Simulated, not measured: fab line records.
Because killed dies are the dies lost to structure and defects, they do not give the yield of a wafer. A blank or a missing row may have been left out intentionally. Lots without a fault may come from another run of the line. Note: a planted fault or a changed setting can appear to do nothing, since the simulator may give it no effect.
The tool behind it: which one? | flow gf180mcu | 72 wafers from 24 lots sampled at 5 of the route's 602 steps

## WHAT THE GAUGES READ, wafer by wafer
GF_V1_CD_MEAS_14: the cd target is 260 nm. Usual: cdNm 260.0 nm, standard deviation 1.3.
lot  | measured     | on       | cdNm (nm)         | flag
L074 | day 18 00:05 | cdSem-02 | 262.4 261.1 260.1 | 
L075 | day 18 11:28 | cdSem-02 | 260.4 260.3 259.8 | 
L076 | day 18 15:22 | cdSem-01 | 260.6 260.5 261.6 | 
L077 | day 18 19:34 | cdSem-01 | 261.4 262.8 262.6 | 
L078 | day 19 21:08 | cdSem-01 | 259.5 259.8 260.1 | 
L079 | day 19 21:23 | cdSem-02 | 260.6 259.2 258.9 | 
L080 | day 20 07:02 | cdSem-02 | 259.0 259.7 259.7 | 
L081 | day 20 18:44 | cdSem-02 | 256.3 259.1 257.3 | 
L082 | day 21 05:56 | cdSem-01 | 259.7 261.2 260.0 | 
L083 | day 21 11:56 | cdSem-02 | 260.1 261.5 260.0 | 
L084 | day 22 04:21 | cdSem-02 | 261.7 260.1 261.7 | 
L085 | day 22 14:52 | cdSem-01 | 259.3 259.9 260.2 | 
L086 | day 22 15:26 | cdSem-01 | 259.7 260.8 259.6 | 
L087 | day 22 22:41 | cdSem-01 | 260.7 259.4 261.1 | 
L088 | day 23 09:05 | cdSem-02 | 259.4 260.0 258.9 | 
L089 | day 23 19:41 | cdSem-01 | 258.6 258.9 258.9 | 
L090 | day 24 04:31 | cdSem-02 | 259.1 258.8 258.0 | 
L091 | day 24 09:08 | cdSem-01 | 257.5 258.7 258.3 | 
L092 | day 24 17:20 | cdSem-01 | 259.9 260.2 260.1 | 
L093 | day 24 21:54 | cdSem-01 | 257.7 257.9 259.4 | 
L094 | day 25 06:35 | cdSem-02 | 258.6 258.7 259.2 | 
L095 | day 25 11:35 | cdSem-02 | 261.0 260.8 260.4 | 
L096 | day 25 18:02 | cdSem-02 | 262.1 262.9 260.7 | 
L097 | day 26 02:08 | cdSem-02 | 260.4 260.2 259.7 | 

GF_V2_THK_MEAS_03. Usual: V2_CVD_02_THK typically reads 847 nm, with standard deviation 10.
lot  | measured     | on           | V2_CVD_02_THK (nm) | flag
L074 | day 19 02:33 | filmMetro-02 | 859 850 853        | 
L075 | day 19 14:15 | filmMetro-02 | 828 841 849        | 
L076 | day 19 18:17 | filmMetro-02 | 836 842 851        | 
L077 | day 19 22:25 | filmMetro-03 | 854 859 866        | 
L078 | day 21 00:07 | filmMetro-02 | 847 854 864        | 
L079 | day 21 00:26 | filmMetro-03 | 853 850 859        | 
L080 | day 21 09:47 | filmMetro-03 | 851 863 854        | 
L081 | day 21 21:16 | filmMetro-04 | 837 842 835        | 
L082 | day 22 08:36 | filmMetro-02 | 852 861 860        | 
L083 | day 22 15:13 | filmMetro-02 | 848 845 855        | 
L084 | day 23 05:38 | filmMetro-03 | 843 838 858        | 
L085 | day 23 16:29 | filmMetro-04 | 846 855 856        | 
L086 | day 23 17:07 | filmMetro-04 | 832 840 829        | 
L087 | day 24 00:22 | filmMetro-03 | 847 856 872        | 
L088 | day 24 10:19 | filmMetro-03 | 835 836 844        | 
L089 | day 24 20:48 | filmMetro-02 | 831 829 852        | 
L090 | day 25 05:50 | filmMetro-02 | 840 863 856        | 
L091 | day 25 09:20 | filmMetro-02 | 840 864 846        | 
L092 | day 25 17:37 | filmMetro-02 | 845 844 834        | 
L093 | day 25 21:59 | filmMetro-03 | 851 840 855        | 
L094 | day 26 06:29 | filmMetro-03 | 832 851 851        | 
L095 | day 26 11:04 | filmMetro-03 | 838 843 843        | 
L096 | day 26 17:42 | filmMetro-04 | 836 850 849        | 
L097 | day 27 01:50 | filmMetro-04 | 842 838 845        | 

GF_M3_RS_MEAS_05: uses a four-point probe to measure. Usual: M3_ALCU_RS typically reads 0.0698 ohm/sq, with standard deviation 0.00062.
lot  | measured     | on           | M3_ALCU_RS (ohm/sq)  | flag
L074 | day 20 04:55 | filmMetro-01 | 0.0703 0.0695 0.0702 | 
L075 | day 20 16:33 | filmMetro-02 | 0.0700 0.0699 0.0701 | 
L076 | day 20 20:29 | filmMetro-02 | 0.0707 0.0705 0.0704 | 
L077 | day 21 00:33 | filmMetro-01 | 0.0702 0.0707 0.0699 | 
L078 | day 22 01:55 | filmMetro-01 | 0.0696 0.0694 0.0689 | 
L079 | day 22 02:30 | filmMetro-01 | 0.0697 0.0693 0.0693 | 
L080 | day 22 11:51 | filmMetro-02 | 0.0703 0.0694 0.0705 | 
L081 | day 22 23:12 | filmMetro-02 | 0.0696 0.0690 0.0692 | 
L082 | day 23 10:25 | filmMetro-01 | 0.0703 0.0704 0.0701 | 
L083 | day 23 16:07 | filmMetro-02 | 0.0705 0.0699 0.0704 | 
L084 | day 24 06:25 | filmMetro-02 | 0.0693 0.0698 0.0699 | 
L085 | day 24 16:50 | filmMetro-01 | 0.0700 0.0697 0.0694 | 
L086 | day 24 17:51 | filmMetro-03 | 0.0685 0.0691 0.0694 | 
L087 | day 25 00:44 | filmMetro-02 | 0.0686 0.0696 0.0692 | 
L088 | day 25 09:54 | filmMetro-01 | 0.0696 0.0699 0.0693 | 
L089 | day 25 19:52 | filmMetro-03 | 0.0715 0.0708 0.0707 | 
L090 | day 26 04:50 | filmMetro-03 | 0.0699 0.0700 0.0705 | 
L091 | day 26 08:44 | filmMetro-03 | 0.0687 0.0689 0.0687 | 
L092 | day 26 16:44 | filmMetro-03 | 0.0691 0.0693 0.0694 | 
L093 | day 26 20:35 | filmMetro-03 | 0.0707 0.0699 0.0706 | 
L094 | day 27 05:15 | filmMetro-02 | 0.0694 0.0698 0.0705 | 
L095 | day 27 10:11 | filmMetro-03 | 0.0691 0.0694 0.0689 | 
L096 | day 27 16:17 | filmMetro-02 | 0.0711 0.0706 0.0710 | 
L097 | day 28 00:08 | filmMetro-03 | 0.0692 0.0696 0.0693 | 

GF_V3_BOW_MEAS_05. Usual: V3_BOW typically reads 116 um, with standard deviation 7.4.
lot  | measured     | on           | V3_BOW (um) | flag
L074 | day 21 07:11 | filmMetro-02 | 113 115 114 | 
L075 | day 21 18:19 | filmMetro-01 | 107 117 102 | 
L076 | day 21 21:56 | filmMetro-02 | 121 121 107 | 
L077 | day 22 01:59 | filmMetro-02 | 117 102 117 | 
L078 | day 23 02:43 | filmMetro-01 | 123 123 128 | 
L079 | day 23 02:59 | filmMetro-02 | 107 109 104 | 
L080 | day 23 12:54 | filmMetro-01 | 128 122 126 | 
L081 | day 23 23:20 | filmMetro-01 | 120 125 129 | 
L082 | day 24 10:32 | filmMetro-04 | 107 114 119 | 
L083 | day 24 16:17 | filmMetro-02 | 112 119 105 | 
L084 | day 25 06:30 | filmMetro-04 | 117 118 102 | 
L085 | day 25 16:14 | filmMetro-02 | 132 124 121 | 
L086 | day 25 17:24 | filmMetro-04 | 119 120 117 | 
L087 | day 25 23:28 | filmMetro-01 | 119 115 118 | 
L088 | day 26 08:12 | filmMetro-01 | 109 110 115 | 
L089 | day 26 17:43 | filmMetro-02 | 119 119 116 | 
L090 | day 27 02:31 | filmMetro-01 | 118 110 112 | 
L091 | day 27 06:40 | filmMetro-02 | 118 104 114 | 
L092 | day 27 14:02 | filmMetro-01 | 112 117 109 | 
L093 | day 27 18:10 | filmMetro-02 | 110 118 124 | 
L094 | day 28 01:48 | filmMetro-04 | 133 115 107 | 
L095 | day 28 07:24 | filmMetro-02 | 109 108 108 | 
L096 | day 28 13:43 | filmMetro-01 | 120 125 124 | 
L097 | day 28 20:16 | filmMetro-01 | 107 123 115 | 

## WHICH TOOL RAN EACH LOT (tool, then ch and the chambers of the sampled wafers, then the start)
lot  | GF_V2_CMP_04
L074 | cmp-02 ch 1,2,3, day 19 02:41
L075 | cmp-01 ch 2,3, day 19 14:18
L076 | cmp-01 ch 1,2, day 19 18:23
L077 | cmp-02 ch 0,2,3, day 19 22:34
L078 | cmp-02 ch 0,1,3, day 21 00:13
L079 | cmp-01 ch 1,2,3, day 21 00:32
L080 | cmp-02 ch 0,1,2, day 21 09:59
L081 | cmp-02 ch 1,3, day 21 21:19
L082 | cmp-01 ch 2,3, day 22 08:43
L083 | cmp-01 ch 0,1,2, day 22 15:22
L084 | cmp-02 ch 0,1,2, day 23 05:44
L085 | cmp-02 ch 1,2,3, day 23 16:38
L086 | cmp-01 ch 0,1,2, day 23 17:11
L087 | cmp-02 ch 0,2,3, day 24 00:30
L088 | cmp-01 ch 0,2, day 24 10:32
L089 | cmp-02 ch 2,3, day 24 21:08
L090 | cmp-01 ch 0,1,3, day 25 06:00
L091 | cmp-02 ch 0,1,3, day 25 09:29
L092 | cmp-02 ch 0,2,3, day 25 17:40
L093 | cmp-02 ch 0,1,2, day 25 22:02
L094 | cmp-02 ch 0,1,2, day 26 06:35
L095 | cmp-01 ch 0,1, day 26 11:07
L096 | cmp-02 ch 0,3, day 26 17:46
L097 | cmp-01 ch 0,1,3, day 27 01:58
- GF_V2_CMP_04: polishes SiO2.

## WHAT THE TOOLS THEMSELVES READ (means of the sampled wafers that have a number; where no wafer has one, the mark that the record gives instead)
GF_V2_CMP_04. Usual: motorCurrentA 12.1 A, standard deviation 1.2; timeToEndpointS 80 s, standard deviation 4.4.
lot  | tool   | motorCurrentA (A) | timeToEndpointS (s) | flag
L074 | cmp-02 | 13.0              | 82                  | 
L075 | cmp-01 | 11.1              | 77                  | 
L076 | cmp-01 | 11.1              | 82                  | 
L077 | cmp-02 | 12.5              | 85                  | 
L078 | cmp-02 | 13.6              | 79                  | 
L079 | cmp-01 | 11.2              | 84                  | 
L080 | cmp-02 | 12.2              | 82                  | 
L081 | cmp-02 | 13.4              | 78                  | 
L082 | cmp-01 | 10.7              | 85                  | 
L083 | cmp-01 | 10.9              | 86                  | 
L084 | cmp-02 | 12.6              | 76                  | 
L085 | cmp-02 | 12.9              | 79                  | 
L086 | cmp-01 | 11.1              | 76                  | 
L087 | cmp-02 | 12.4              | 83                  | 
L088 | cmp-01 | 11.0              | 77                  | 
L089 | cmp-02 | 12.9              | 77                  | 
L090 | cmp-01 | 11.0              | 84                  | 
L091 | cmp-02 | 13.0              | 80                  | 
L092 | cmp-02 | 12.6              | 75                  | 
L093 | cmp-02 | 12.3              | 80                  | 
L094 | cmp-02 | 12.6              | 77                  | 
L095 | cmp-01 | 10.7              | 76                  | 
L096 | cmp-02 | 12.6              | 75                  | 
L097 | cmp-01 | 11.4              | 79                  | 

## THE ANSWER, worked out from the rows above alone
Rule: a lot is off if the mean of its wafers that have a number lies more than 3 standard deviations from the usual mean. A lot without any number at a reading at which 4 lots or more have one is off too. All remaining lots with rows at the step are treated as sound. First the gauges in route order, then the tools' own readings, where a lot's mean is used as printed above. At the first step where some lot is off, the reading lying furthest off is the one used; lots without a number count as furthest.
None of the lots is off at any reading shown; this tells nothing.

## WHAT THE SIMULATOR PUT IN
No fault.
